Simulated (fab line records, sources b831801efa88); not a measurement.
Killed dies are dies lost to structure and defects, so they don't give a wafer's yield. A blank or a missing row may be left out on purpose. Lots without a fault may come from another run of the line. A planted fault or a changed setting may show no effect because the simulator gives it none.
Which tool did it? | flow gf180mcu | 7 lots, 21 wafers sampled, at 3 steps of a route of 602

WHAT THE GAUGES READ, wafer by wafer
GF_V5_RS_MEAS_24: measures by four-point-probe.
lot  | measured     | on            | V5_W_RS (ohm/sq)
L557 | day 27 07:44 | film_metro-02 | 0.326 0.331 0.325
L559 | day 28 08:43 | film_metro-04 | 0.320 0.323 0.321
L561 | day 29 00:19 | film_metro-04 | 0.327 0.327 0.327
L563 | day 29 18:15 | film_metro-01 | 0.335 0.333 0.334
L565 | day 29 23:59 | film_metro-02 | 0.325 0.328 0.332
L567 | day 30 19:44 | film_metro-02 | 0.328 0.328 0.330
L573 | day 32 05:16 | film_metro-04 | 0.324 0.330 0.323

WHICH TOOL RAN EACH LOT (tool, then ch and the chambers of the sampled wafers, then the start)
lot  | GF_HV_LDD_CVD_54            | GF_MIM_STRIP_20
L557 | lpcvd-01 ch 0, day 12 12:42 | plasma_asher-04 ch 1, day 25 11:45
L559 | lpcvd-02 ch 1, day 13 14:52 | plasma_asher-01 ch 0,1, day 26 14:40
L561 | lpcvd-02 ch 1, day 14 06:34 | plasma_asher-01 ch 0,1, day 27 05:54
L563 | lpcvd-02 ch 1, day 15 00:56 | plasma_asher-04 ch 0,1, day 28 01:51
L565 | lpcvd-01 ch 1, day 15 07:33 | plasma_asher-02 ch 0, day 28 06:44
L567 | lpcvd-01 ch 0, day 16 01:11 | plasma_asher-04 ch 0,1, day 29 04:13
L573 | lpcvd-01 ch 1, day 18 01:59 | plasma_asher-02 ch 0,1, day 30 16:26
- GF_HV_LDD_CVD_54: deposits SiO2 from TEOS, target thk 10 nm, time 75 s.
- GF_MIM_STRIP_20: strips in O2/N2.

THE ANSWER, worked out from the rows above alone
Rule: what is usual is taken from the lots themselves. Put in order of their means at a reading, lots are off if they are a third of the lots or fewer, leave a main group of 4 or more, and stand apart from it by a gap of 3 or more times the standard deviation of the main group's means; of several such gaps the widest counts. A main group whose means are all the same, to the digits that the tables above print for the reading, isn't used. A lot without any number at a reading at which 4 lots or more have one is off too. The other lots that the step has rows for count as sound.
No lot is off at any reading shown: from this, nothing can be told.

WHAT THE SIMULATOR HAD PUT IN
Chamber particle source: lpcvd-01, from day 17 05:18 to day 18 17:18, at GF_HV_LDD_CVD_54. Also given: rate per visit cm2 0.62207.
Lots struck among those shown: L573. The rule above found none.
